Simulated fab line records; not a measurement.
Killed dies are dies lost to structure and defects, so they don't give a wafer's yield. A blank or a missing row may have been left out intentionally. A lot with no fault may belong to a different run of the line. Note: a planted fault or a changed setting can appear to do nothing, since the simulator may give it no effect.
fab line records -- flow sky130
record: lots: 5, wafers: 15, last_day: 51
route steps=708 shown POLY_GATE@227 LDD_N@237 PAD_OPEN@708
lots untouched by any fault: they come from a run of this same line in which no faults occurred
start_h: the number of hours between the record's first day and the start of the first shown wafer of the lot -- wait_h: how many hours have passed since the lot's step before this one -- " the same as in the row above -- L1.1+2: a row that stands for several wafers -- - no value present, or no start provided -- * or withheld: withheld -- < > ~ a bound
route shown NAME@n: a module of which the file shows steps, and the number in the route of the first -- usual: average and standard deviation across the fault-free wafers -- same: alike in all rows -- chamber/n: place in a boat -- sites: the reading at each site -- _std_site: the values' standard deviation -- _edge_site: outer sites' mean less inner sites' -- radius_mm: for every site, how far away it sits from the centre of the wafer -- mask NAME#n: copy n -- behind: the most recent tool/chamber to have shaped the wafer -- hold: reason for holding the lot/hours on hold/outcome of the hold -- device: transistor that didn't switch, given as n, p or np -- end of line: at the end of the route, the tests of the same wafers -- a step with no rows: only its recipe -- killed: dies lost to structure and defects at the first sort, not the wafer's yield -- map: per-die view of a wafer (x killed, . not killed, _ where there is no die)
set.NAME: the setting as run; set.NAME@STEP: as run at that earlier step -- model.NAME: the simulator's own value behind a step, which no gauge read
lots at selected steps of the route; one table per step, one row per wafer
services: when a tool's chamber went out of use (start_h, in hours from the record's first day, below 0 if earlier), for how many hours, and the reason
== steps ==
step: SKY_POLY_GATE_CD_MEAS_13
recipe: target_cd_nm: 150
usual: cd_nm: 149.7/1.2
lot.wafer,tool,chamber,start_h,wait_h,cd_nm
L822.1,cd_sem-01,-,416.79,-,148.1
L822.3,cd_sem-01,-,416.79,-,148.2
L822.4,cd_sem-01,-,416.79,-,148.9
L825.2,cd_sem-01,-,437.45,-,149.7
L825.3,cd_sem-01,-,437.45,-,149.5
L825.4,cd_sem-01,-,437.45,-,148.9
L829.3,cd_sem-01,-,473.15,-,149.7
L829.4,cd_sem-01,-,473.15,-,149.3
L829.5,cd_sem-01,-,473.15,-,149.8
L839.2,cd_sem-02,-,555.40,-,149.6
L839.3,cd_sem-02,-,555.40,-,149.5
L839.4,cd_sem-02,-,555.40,-,149.4
L843.3,cd_sem-02,-,581.77,-,148.6
L843.5,cd_sem-02,-,581.77,-,148.1
L843.6,cd_sem-02,-,581.77,-,149.8
step: SKY_POLY_GATE_OVL_MEAS_14
usual: POLY_GATE_OVL: 0/4.7
lot.wafer,tool,chamber,start_h,wait_h,POLY_GATE_OVL[nm]
L822.1,overlay-02,-,416.91,0.1,0
L822.3,overlay-02,-,416.91,0.1,5
L822.4,overlay-02,-,416.91,0.1,5
L825.2,overlay-01,-,437.56,0.1,4
L825.3,overlay-01,-,437.56,0.1,-3
L825.4,overlay-01,-,437.56,0.1,1
L829.3,overlay-01,-,473.24,0.1,0
L829.4,overlay-01,-,473.24,0.1,-2
L829.5,overlay-01,-,473.24,0.1,-1
L839.2,overlay-01,-,555.51,0.1,-1
L839.3,overlay-01,-,555.51,0.1,-2
L839.4,overlay-01,-,555.51,0.1,-4
L843.3,overlay-02,-,581.86,0.1,-6
L843.5,overlay-02,-,581.86,0.1,-8
L843.6,overlay-02,-,581.86,0.1,-7
step: SKY_POLY_GATE_ETCH_15
recipe: chemistry: N2/H2, target: BARC, ion_energy_ev: 200, source_w: 500, bias_w: 100, pressure_mtorr: 30, n2_flow_sccm: 100, h2_flow_sccm: 200, stop_on: SiO2, time_s: 118.5, target_depth_a: 1100
usual: drypump_motor_current_A: 5.7/0.3, oes_product_au: 0.716/0.0048, rf_fwd_power_W: 497.6/1.8, throttle_valve_pct: 13.212/0.0086
lot.wafer,tool,chamber,start_h,wait_h,drypump_motor_current_A,oes_product_au,rf_fwd_power_W,rf_hours_counter_h,throttle_valve_pct
L822.1,rie_diel-04,3,416.94,0.0,5.5,0.713,496.6,88,13.209
L822.3,rie_diel-04,0,416.94,0.0,5.5,0.707,497.2,4,13.218
L822.4,rie_diel-04,1,416.94,0.0,5.9,0.722,493.2,10,13.225
L825.2,rie_diel-02,3,437.59,0.0,5.5,0.724,495.7,67,13.211
L825.3,rie_diel-02,2,437.59,0.0,5.6,0.719,497.6,42,13.214
L825.4,rie_diel-02,0,437.59,0.0,6.0,0.720,498.0,40,13.226
L829.3,rie_diel-04,3,473.26,0.0,5.5,0.709,499.7,89,13.205
L829.4,rie_diel-04,2,473.26,0.0,5.5,0.720,497.4,2,13.201
L829.5,rie_diel-04,3,473.26,0.0,5.5,0.712,500.6,-,13.215
L839.2,rie_diel-02,3,555.54,0.0,5.5,0.718,496.4,69,13.209
L839.3,rie_diel-02,1,555.54,0.0,5.4,0.715,495.4,12,13.206
L839.4,rie_diel-02,2,555.54,0.0,5.6,0.718,497.5,44,13.214
L843.3,rie_diel-04,3,581.89,0.0,5.5,0.714,497.0,2,13.217
L843.5,rie_diel-04,3,581.89,0.0,5.5,0.704,498.0,-,13.197
L843.6,rie_diel-04,2,581.89,0.0,5.5,0.713,495.8,-,13.204
step: SKY_POLY_GATE_ETCH_16
recipe: stop_on: poly-Si, chemistry: CH3F/O2, target: Si3N4, source_w: 400, bias_w: 80, pressure_mtorr: 25, ch3f_flow_sccm: 40, O2_flow_sccm: 30, time_s: 147.5, target_depth_a: 750
usual: ch3f_flow_sccm: 40.01/0.13, drypump_motor_current_A: 5.7/0.3, oes_product_au: 0.638/0.0046, rf_fwd_power_W: 398.4/1.2, throttle_valve_pct: 10.534/0.009
lot.wafer,tool,chamber,start_h,wait_h,ch3f_flow_sccm,drypump_motor_current_A,oes_product_au,rf_fwd_power_W,rf_hours_counter_h,throttle_valve_pct
L822.1,rie_diel-04,3,417.02,0.0,40.01,5.5,0.634,398.2,88,10.544
L822.3,rie_diel-04,0,417.02,0.0,40.18,5.5,0.636,398.6,4,10.534
L822.4,rie_diel-04,1,417.02,0.0,39.97,5.8,0.641,398.1,10,10.551
L825.2,rie_diel-02,3,437.67,0.0,40.03,5.6,0.632,396.9,67,10.516
L825.3,rie_diel-02,2,437.67,0.0,40.08,5.6,0.632,399.1,42,10.536
L825.4,rie_diel-02,0,437.67,0.0,39.75,5.9,0.635,398.8,40,10.528
L829.3,rie_diel-04,3,473.34,0.0,40.09,5.5,0.644,398.8,89,10.542
L829.4,rie_diel-04,2,473.34,0.0,39.76,5.5,0.637,399.9,2,10.526
L829.5,rie_diel-04,3,473.34,0.0,40.12,5.5,0.641,399.9,-,10.534
L839.2,rie_diel-02,3,555.62,0.0,39.99,5.6,0.640,398.5,69,10.539
L839.3,rie_diel-02,1,555.62,0.0,40.06,5.4,0.639,395.9,12,10.534
L839.4,rie_diel-02,2,555.62,0.0,40.06,5.6,0.645,399.6,44,10.527
L843.3,rie_diel-04,3,581.97,0.0,40.29,5.5,0.648,398.9,2,10.543
L843.5,rie_diel-04,3,581.97,0.0,39.91,5.5,0.641,399.0,-,10.547
L843.6,rie_diel-04,2,581.97,0.0,39.90,5.5,0.646,396.6,-,10.534
step: SKY_POLY_GATE_ETCH_17
recipe: target_depth_nm: 180, stop_on: SiO2, over_etch_frac: 0.56667, chemistry: HBr/Cl2, target: poly-Si, icp_w: 400, bias_w: 100, pressure_mtorr: 10, HBr_flow_sccm: 150, Cl2_flow_sccm: 50, time_s: 70.5
usual: drypump_motor_current_A: 5.9/0.35, mfc_cl2_sccm: 50.02/0.17, oes_product_au: 0.984/0.0082, rf_fwd_power_W: 397.2/1.4, throttle_valve_pct: 33.683/0.0097
lot.wafer,tool,chamber,start_h,wait_h,drypump_motor_current_A,mfc_cl2_sccm,oes_product_au,rf_fwd_power_W,rf_hours_counter_h,throttle_valve_pct
L822.1,rie_si-02,1,417.12,0.0,5.8,49.69,0.976,397.5,30,33.683
L822.3,rie_si-02,3,417.12,0.0,5.9,49.69,0.986,398.0,3,33.685
L822.4,rie_si-02,0,417.12,0.0,6.3,49.85,0.975,397.8,15,33.679
L825.2,rie_si-02,0,437.77,0.0,6.3,49.93,0.981,398.0,15,33.679
L825.3,rie_si-02,3,437.77,0.0,5.9,49.86,0.994,396.1,4,33.688
L825.4,rie_si-02,1,437.77,0.0,5.7,49.92,0.972,398.4,30,33.671
L829.3,rie_si-02,1,473.44,0.0,5.7,50.28,0.986,399.4,31,33.688
L829.4,rie_si-02,3,473.44,0.0,5.9,50.28,1.005,394.4,4,33.671
L829.5,rie_si-02,1,473.44,0.0,5.7,50.11,0.975,399.2,-,33.678
L839.2,rie_si-02,0,555.72,0.0,6.3,50.15,0.975,396.7,16,33.680
L839.3,rie_si-02,1,555.72,0.0,5.7,50.06,0.997,396.0,31,33.665
L839.4,rie_si-02,2,555.72,0.0,5.9,50.09,0.984,396.5,7,33.690
L843.3,rie_si-02,3,582.07,0.0,5.9,49.98,0.977,397.9,4,33.678
L843.5,rie_si-02,1,582.07,0.0,5.7,49.99,0.978,396.2,-,33.674
L843.6,rie_si-02,2,582.07,0.0,5.9,49.91,0.977,397.9,-,33.697
step: SKY_POLY_GATE_STRIP_18
recipe: chemistry: O2/N2, power_w: 1400, pressure_mtorr: 1500, platen_temp_c: withheld, o2_flow_sccm: 3000, n2_flow_sccm: 300, overash_fraction: 0.5
usual: drypump_motor_current_A: 5.7/0.47, oes_product_au: 0.360/0.0054, strip_time_to_endpoint_s: 3.15/0.038
same: overash_fraction: 0.5
lot.wafer,tool,chamber,start_h,wait_h,drypump_motor_current_A,oes_product_au,rf_hours_counter_h,strip_time_to_endpoint_s
L822.1,plasma_asher-02,0,417.18,0.0,5.5,0.359,67,3.18
L822.3,plasma_asher-02,1,417.18,0.0,5.9,0.362,-,3.16
L822.4,plasma_asher-02,0,417.18,0.0,5.5,0.366,-,3.16
L825.2,plasma_asher-02,0,437.83,0.0,5.4,0.355,1,3.19
L825.3,plasma_asher-02,0,437.83,0.0,5.5,0.359,-,3.13
L825.4,plasma_asher-02,1,437.83,0.0,5.9,0.363,-,3.20
L829.3,plasma_asher-01,1,473.53,0.1,5.6,0.355,-,3.17
L829.4,plasma_asher-01,0,473.53,0.1,5.1,0.360,-,3.17
L829.5,plasma_asher-01,0,473.53,0.1,5.1,0.365,-,3.22
L839.2,plasma_asher-02,0,555.78,0.0,5.5,0.361,11,3.18
L839.3,plasma_asher-02,1,555.78,0.0,5.9,0.358,-,3.10
L839.4,plasma_asher-02,0,555.78,0.0,5.5,0.368,-,3.14
L843.3,plasma_asher-02,1,582.16,0.1,5.9,0.351,-,3.11
L843.5,plasma_asher-02,1,582.16,0.1,5.9,0.362,-,3.12
L843.6,plasma_asher-02,0,582.16,0.1,5.5,0.362,-,3.18
step: SKY_POLY_GATE_CLEAN_19
recipe: chemistry: SC1/SC2, mix: 1:4:20, temp_c: 70, time_s: 150, dry: n2_spin
step: SKY_POLY_GATE_OXIDATION_20
recipe: temp_c: 850, ambient: O2, stabilise_s: 600, purge_s: 300, target_thk_a: 40, ox_time_s: 899
step: SKY_POLY_GATE_THK_MEAS_21
recipe: reads: SiO2_of_POLY_GATE_OXIDATION_20
usual: POLY_GATE_OXIDATION_THK: 4.00/0.087
lot.wafer,tool,chamber,start_h,wait_h,POLY_GATE_OXIDATION_THK[nm]
L822.1,film_metro-01,-,419.83,0.0,4.05
L822.3,film_metro-01,-,419.83,0.0,3.99
L822.4,film_metro-01,-,419.83,0.0,4.08
L825.2,film_metro-01,-,440.19,0.0,4.00
L825.3,film_metro-01,-,440.19,0.0,3.94
L825.4,film_metro-01,-,440.19,0.0,3.86
L829.3,film_metro-02,-,474.92,0.0,3.97
L829.4,film_metro-02,-,474.92,0.0,4.12
L829.5,film_metro-02,-,474.92,0.0,4.06
L839.2,film_metro-02,-,557.19,0.0,4.09
L839.3,film_metro-02,-,557.19,0.0,4.08
L839.4,film_metro-02,-,557.19,0.0,4.08
L843.3,film_metro-03,-,583.55,0.0,3.87
L843.5,film_metro-03,-,583.55,0.0,3.93
L843.6,film_metro-03,-,583.55,0.0,3.89
step: SKY_POLY_GATE_CD_MEAS_22
usual: cd_nm: 149.5/2.2
lot.wafer,tool,chamber,start_h,wait_h,cd_nm
L822.1,cd_sem-01,-,419.89,0.1,149.4
L822.3,cd_sem-01,-,419.89,0.1,147.4
L822.4,cd_sem-01,-,419.89,0.1,151.2
L825.2,cd_sem-01,-,440.27,0.1,152.3
L825.3,cd_sem-01,-,440.27,0.1,148.3
L825.4,cd_sem-01,-,440.27,0.1,147.7
L829.3,cd_sem-02,-,475.02,0.1,150.4
L829.4,cd_sem-02,-,475.02,0.1,148.5
L829.5,cd_sem-02,-,475.02,0.1,150.6
L839.2,cd_sem-01,-,557.27,0.1,146.6
L839.3,cd_sem-01,-,557.27,0.1,147.7
L839.4,cd_sem-01,-,557.27,0.1,149.8
L843.3,cd_sem-02,-,583.64,0.1,145.1
L843.5,cd_sem-02,-,583.64,0.1,145.6
L843.6,cd_sem-02,-,583.64,0.1,149.3
step: SKY_LDD_N_DEHYDRATE_00
recipe: temp_c: 200, time_s: 60
step: SKY_LDD_N_HMDS_01
recipe: prime_time_s: 60, prime_temp_c: 120
step: SKY_LDD_N_COAT_02
recipe: resist: NOVOLAK, spin_rpm: 3000, resist_thk_nm: 300
lot.wafer,tool,chamber,start_h,wait_h,model.NOVOLAK_of_LDD_N_COAT_02.thk_nm
L822.1,litho_track-04,0,436.18,0.1,298.5
L822.3,litho_track-04,0,436.18,0.1,299
L822.4,litho_track-04,0,436.18,0.1,298.8
L825.2+3,litho_track-03,0,455.81,0.1,298.6
L825.4,litho_track-03,0,455.81,0.1,299
L829.3,litho_track-03,0,491.43,0.1,336.5
L829.4,litho_track-03,0,491.43,0.1,298.5
L829.5,litho_track-03,0,491.43,0.1,297.9
L839.2,litho_track-03,0,572.21,0.1,299.7
L839.3,litho_track-03,0,572.21,0.1,298.6
L839.4,litho_track-03,0,572.21,0.1,300.6
L843.3,litho_track-02,0,598.47,0.1,300
L843.5,litho_track-02,0,598.47,0.1,299.9
L843.6,litho_track-02,0,598.47,0.1,299.2
step: SKY_LDD_N_SOFTBAKE_03
recipe: temp_c: 90, time_s: 60, resist: NOVOLAK
step: SKY_LDD_N_EXPOSE_04
recipe: mask_id: NTM, target_cd_nm: 840, na: 0.6, source_shape: conventional, sigma_outer: 0.6, dose_mj: 110
step: SKY_LDD_N_PEB_05
recipe: temp_c: withheld, time_s: *, resist: NOVOLAK
step: SKY_LDD_N_DEVELOP_06
recipe: develop_time_s: 60, dev_temp_c: 23
lot.wafer,tool,chamber,start_h,wait_h,model.NOVOLAK_of_LDD_N_COAT_02.thk_nm
L822.1,litho_track-02,0,451.57,0.1,298.1
L822.3,litho_track-02,0,451.57,0.1,298.6
L822.4,litho_track-02,0,451.57,0.1,298.4
L825.2+3,litho_track-02,0,471.80,0.1,298.2
L825.4,litho_track-02,0,471.80,0.1,298.6
L829.3,litho_track-04,0,507.58,0.1,336.1
L829.4,litho_track-04,0,507.58,0.1,298.1
L829.5,litho_track-04,0,507.58,0.1,297.5
L839.2,litho_track-02,0,587.55,0.1,299.3
L839.3,litho_track-02,0,587.55,0.1,298.2
L839.4,litho_track-02,0,587.55,0.1,300.2
L843.3,litho_track-04,0,612.73,0.1,299.6
L843.5,litho_track-04,0,612.73,0.1,299.5
L843.6,litho_track-04,0,612.73,0.1,298.8
step: SKY_LDD_N_OVL_MEAS_07
usual: LDD_N_OVL: 0.1/1
lot.wafer,tool,chamber,start_h,wait_h,LDD_N_OVL[nm]
L822.1,overlay-02,-,451.72,0.1,0.6
L822.3,overlay-02,-,451.72,0.1,-0.3
L822.4,overlay-02,-,451.72,0.1,0.7
L825.2,overlay-02,-,471.93,0.1,-1.4
L825.3,overlay-02,-,471.93,0.1,0.4
L825.4,overlay-02,-,471.93,0.1,1.3
L829.3,overlay-02,-,507.69,0.1,0.5
L829.4,overlay-02,-,507.69,0.1,-0.4
L829.5,overlay-02,-,507.69,0.1,-1.2
L839.2,overlay-01,-,587.68,0.1,0.2
L839.3,overlay-01,-,587.68,0.1,1.1
L839.4,overlay-01,-,587.68,0.1,0.9
L843.3,overlay-01,-,612.84,0.1,1.0
L843.5,overlay-01,-,612.84,0.1,1.6
L843.6,overlay-01,-,612.84,0.1,2.7
step: SKY_LDD_N_IMPLANT_08
recipe: species: As, energy_kev: 20, dose_cm2: 7.5e+13, tilt_deg: withheld, rotation_deg: 23
step: SKY_LDD_N_IMPLANT_09
recipe: species: As, energy_kev: 20, dose_cm2: 7.5e+13, tilt_deg: withheld, rotation_deg: 113
step: SKY_LDD_N_IMPLANT_10
recipe: species: As, energy_kev: 20, dose_cm2: 7.5e+13, tilt_deg: withheld, rotation_deg: 203
step: SKY_LDD_N_IMPLANT_11
recipe: species: As, energy_kev: 20, dose_cm2: 7.5e+13, tilt_deg: withheld, rotation_deg: 293
step: SKY_LDD_N_IMPLANT_12
recipe: species: BF2, energy_kev: 50, dose_cm2: 5e+12, tilt_deg: 30, rotation_deg: 0
step: SKY_LDD_N_IMPLANT_13
recipe: species: BF2, energy_kev: 50, dose_cm2: 5e+12, tilt_deg: 30, rotation_deg: 90
step: SKY_LDD_N_IMPLANT_14
recipe: species: BF2, energy_kev: 50, dose_cm2: 5e+12, tilt_deg: 30, rotation_deg: 180
step: SKY_LDD_N_IMPLANT_15
recipe: species: BF2, energy_kev: 50, dose_cm2: 5e+12, tilt_deg: 30, rotation_deg: 270
step: SKY_LDD_N_STRIP_16
recipe: chemistry: O2/N2, power_w: 1400, pressure_mtorr: 1500, platen_temp_c: withheld, o2_flow_sccm: 3000, n2_flow_sccm: 300, overash_fraction: 0.5
usual: drypump_motor_current_A: 6.0/0.58, oes_product_au: 0.406/0.005, strip_time_to_endpoint_s: 4.306/0.016
same: overash_fraction: 0.5
lot.wafer,tool,chamber,start_h,wait_h,drypump_motor_current_A,oes_product_au,rf_hours_counter_h,strip_time_to_endpoint_s
L822.1,plasma_asher-03,1,452.96,0.1,6.8,0.404,63,4.301
L822.3,plasma_asher-03,0,452.96,0.1,5.9,0.404,-,4.297
L822.4,plasma_asher-03,1,452.96,0.1,6.8,0.405,-,4.303
L825.2,plasma_asher-03,1,473.16,0.1,6.8,0.403,65,4.314
L825.3,plasma_asher-03,0,473.16,0.1,5.9,0.405,-,4.289
L825.4,plasma_asher-03,1,473.16,0.1,6.8,0.403,-,4.297
L829.3,plasma_asher-01,0,508.95,0.1,5.1,0.433,-,4.777
L829.4,plasma_asher-01,1,508.95,0.1,5.6,0.398,-,4.288
L829.5,plasma_asher-01,0,508.95,0.1,5.1,0.397,-,4.273
L839.2,plasma_asher-04,1,588.91,0.1,6.3,0.404,90,4.303
L839.3,plasma_asher-04,1,588.91,0.1,6.3,0.409,-,4.301
L839.4,plasma_asher-04,0,588.91,0.1,6.5,0.403,-,4.326
L843.3,plasma_asher-03,0,614.10,0.1,5.9,0.408,-,4.317
L843.5,plasma_asher-03,0,614.10,0.1,5.9,0.407,-,4.295
L843.6,plasma_asher-03,1,614.10,0.1,6.8,0.403,-,4.307
step: SKY_LDD_N_TW_MEAS_17
usual: LDD_N_TW: 2588/39
lot.wafer,tool,chamber,start_h,wait_h,LDD_N_TW
L822.1,film_metro-03,-,453.06,0.1,2524
L822.3,film_metro-03,-,453.06,0.1,2532
L822.4,film_metro-03,-,453.06,0.1,2518
L825.2,film_metro-04,-,473.27,0.1,2624
L825.3,film_metro-04,-,473.27,0.1,2626
L825.4,film_metro-04,-,473.27,0.1,2614
L829.3,film_metro-03,-,509.04,0.1,2547
L829.4,film_metro-03,-,509.04,0.1,2545
L829.5,film_metro-03,-,509.04,0.1,2545
L839.2,film_metro-03,-,589.02,0.1,2546
L839.3,film_metro-03,-,589.02,0.1,2552
L839.4,film_metro-03,-,589.02,0.1,2559
L843.3,film_metro-04,-,614.19,0.1,2614
L843.5,film_metro-04,-,614.19,0.1,2630
L843.6,film_metro-04,-,614.19,0.1,2630
step: SKY_PAD_OPEN_PROBE_99
usual: killed_at_M0_to_M3: 43/6.4, killed_at_M4_up: 3.2/1.8, killed_at_contacts: 25/5.5, killed_at_front_end: 16/5.2, killed_at_other: 0.3/0.49, killed_dies: 88/10, killed_open: 48/7, killed_short: 40/7.1
same: gross_dies: 492, killed_at_back_side: 0
lot.wafer,tool,chamber,start_h,wait_h,killed_at_M0_to_M3,killed_at_M4_up,killed_at_contacts,killed_at_front_end,killed_at_other,killed_dies,killed_open,killed_short
L822.1,prober-02,-,1115.55,0.1,37,5,19,10,2,73,40,33
L822.3,prober-02,-,1115.65,0.2,39,2,27,13,0,81,51,30
L822.4,prober-02,-,1115.70,0.2,44,1,20,9,0,74,40,34
L825.2,prober-02,-,1126.79,0.1,52,5,20,18,0,95,48,47
L825.3,prober-02,-,1126.84,0.2,48,6,25,28,0,107,57,50
L825.4,prober-02,-,1126.89,0.2,50,2,21,14,0,87,53,34
L829.3,prober-02,-,1150.25,0.2,49,5,27,17,1,99,59,40
L829.4,prober-02,-,1150.30,0.2,42,2,18,19,0,81,40,41
L829.5,prober-02,-,1150.35,0.2,51,8,22,21,0,102,53,49
L843.3,prober-01,-,1212.01,0.2,44,4,25,23,0,96,45,51
L843.5,prober-01,-,1212.11,0.2,43,3,38,20,0,104,45,59
L843.6,prober-01,-,1212.16,0.2,38,4,23,29,0,94,58,36
killed by level:class
L822.1 VIA1:geometric_particle:open=9 CONTACT:geometric_particle:open=8 METAL1:geometric_particle:short=7 CONTACT:geometric_particle:short=5 LI_CONTACT:geometric_particle:open=4 VIA3:geometric_particle:open=4 VIA1:geometric_particle:short=4 METAL2:geometric_particle:short=4
L822.3 VIA1:geometric_particle:open=14 LI_CONTACT:geometric_particle:open=11 VIA3:geometric_particle:open=8 CONTACT:geometric_particle:open=8 FIELD_ISO:geometric_particle:open=4 POLY_GATE:geometric_particle:short=4 VIA3:geometric_particle:short=4 LOCAL_INTERCONNECT:geometric_particle:short=4
L822.4 VIA1:geometric_particle:open=10 VIA3:geometric_particle:short=8 LI_CONTACT:geometric_particle:open=5 LOCAL_INTERCONNECT:geometric_particle:open=5 VIA1:geometric_particle:short=5 VIA2:geometric_particle:open=5 VIA3:geometric_particle:open=5 FIELD_ISO:geometric_particle:short=3
L825.2 VIA1:geometric_particle:open=14 VIA1:geometric_particle:short=13 CONTACT:geometric_particle:open=10 FIELD_ISO:geometric_particle:short=6 LI_CONTACT:geometric_particle:open=6 VIA3:geometric_particle:open=6 METAL1:geometric_particle:short=5 METAL4:geometric_particle:short=5
L825.3 CONTACT:geometric_particle:open=11 FIELD_ISO:geometric_particle:open=10 VIA2:geometric_particle:open=10 VIA1:geometric_particle:open=7 METAL4:geometric_particle:short=6 METAL1:geometric_particle:short=6 VIA1:geometric_particle:short=6 VIA3:geometric_particle:open=6
L825.4 VIA1:geometric_particle:open=12 CONTACT:geometric_particle:open=11 VIA3:geometric_particle:open=10 VIA1:geometric_particle:short=8 METAL1:geometric_particle:short=7 FIELD_ISO:geometric_particle:open=4 POLY_GATE:geometric_particle:open=4 LI_CONTACT:geometric_particle:short=4
L829.3 VIA1:geometric_particle:open=15 CONTACT:geometric_particle:open=10 LI_CONTACT:geometric_particle:open=9 VIA2:geometric_particle:open=9 FIELD_ISO:geometric_particle:short=6 VIA3:geometric_particle:open=6 METAL2:geometric_particle:short=5 METAL4:geometric_particle:short=5
L829.4 FIELD_ISO:geometric_particle:short=8 VIA1:geometric_particle:open=8 VIA3:geometric_particle:open=7 CONTACT:geometric_particle:short=6 VIA1:geometric_particle:short=6 FIELD_ISO:geometric_particle:open=5 VIA2:geometric_particle:open=5 METAL3:geometric_particle:short=5
L829.5 VIA1:geometric_particle:open=12 VIA2:geometric_particle:open=10 VIA1:geometric_particle:short=8 FIELD_ISO:geometric_particle:open=6 CONTACT:geometric_particle:open=5 CONTACT:geometric_particle:short=5 LI_CONTACT:geometric_particle:open=5 LOCAL_INTERCONNECT:geometric_particle:short=5
L843.3 FIELD_ISO:geometric_particle:short=8 METAL1:geometric_particle:short=8 LI_CONTACT:geometric_particle:open=7 CONTACT:geometric_particle:open=7 VIA1:geometric_particle:open=7 FIELD_ISO:geometric_particle:open=6 VIA3:geometric_particle:open=6 METAL2:geometric_particle:short=5
L843.5 METAL2:geometric_particle:short=15 CONTACT:geometric_particle:open=14 VIA1:geometric_particle:open=9 LI_CONTACT:geometric_particle:open=7 CONTACT:geometric_particle:short=7 FIELD_ISO:geometric_particle:short=6 POLY_GATE:geometric_particle:short=6 LOCAL_INTERCONNECT:geometric_particle:short=5
L843.6 VIA1:geometric_particle:open=15 FIELD_ISO:geometric_particle:open=9 CONTACT:geometric_particle:open=9 LI_CONTACT:geometric_particle:open=7 FIELD_ISO:geometric_particle:short=6 VIA1:geometric_particle:short=6 POLY_GATE:geometric_particle:open=5 CONTACT:geometric_particle:short=4
== services ==
tool,chamber,start_h,hours,kind
plasma_asher-02,-,397.34,2.3,repair
plasma_asher-02,-,406.27,2.1,repair
plasma_asher-03,-,408.27,3.1,repair
plasma_asher-04,-,415.26,5.0,repair
plasma_asher-02,-,421.25,9.0,pm
plasma_asher-02,0,421.25,9.0,vent_cycle
rie_si-02,2,432.82,2.2,repair
rie_diel-04,3,454.75,10.3,repair
plasma_asher-02,-,460.03,6.1,repair
rie_diel-02,3,468.58,2.8,repair
plasma_asher-02,-,471.63,1.5,repair
rie_diel-02,1,474.46,12.7,repair
rie_diel-04,-,474.57,2.8,pm
plasma_asher-02,-,475.92,5.5,repair
plasma_asher-04,-,488.57,1.7,repair
rie_diel-04,3,510.03,-,clean
rie_diel-04,3,510.03,17.2,scheduled_down
rie_diel-04,3,510.03,17.2,vent_cycle
plasma_asher-04,-,515.10,0.9,repair
rie_diel-02,2,562.27,4.1,repair
plasma_asher-03,-,569.74,1.7,repair
rie_diel-02,2,605.31,2.2,repair
rie_si-02,3,606.51,6.8,repair
rie_diel-04,1,611.18,14.6,repair
== key ==
first_sign: step: SKY_LDD_N_STRIP_16, reading: strip_time_to_endpoint_s, direction: up, sigmas: 30, usual: *, struck: *
effect: step: SKY_LDD_N_STRIP_16, reading: oes_product_au, direction: up, sigmas: 5.4, usual: 0.406, struck: 0.433
model_effect: step: SKY_LDD_N_COAT_02, value: NOVOLAK_of_LDD_N_COAT_02.thk_nm, without: 298.7, struck: 336.5
model_effect: step: SKY_LDD_N_DEVELOP_06, value: NOVOLAK_of_LDD_N_COAT_02.thk_nm, without: 298.3, struck: 336.1
met_at SKY_LDD_N_COAT_02
struck_wafers L829.3
tester_left_out L829
onset_between 455.81 491.43
fault: kind: process_parameter_drift, tool: litho_track-03, chamber: -, onset_h: 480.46, steps: SKY_LDD_N_COAT_02, channel: resist_thk_nm, offset: 37.945, shape: step, end_h: 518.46, scope: struck_wafers_only, acts_in: these_recipes_only, stated: 300
tester_left_out: of these lots the tester's yield and bins aren't shown, on N5 and GAA mostly nor the transistor test; their killed dies are dies lost to structure and defects alone, not to doping, threshold or leakage, so they don't give the yield
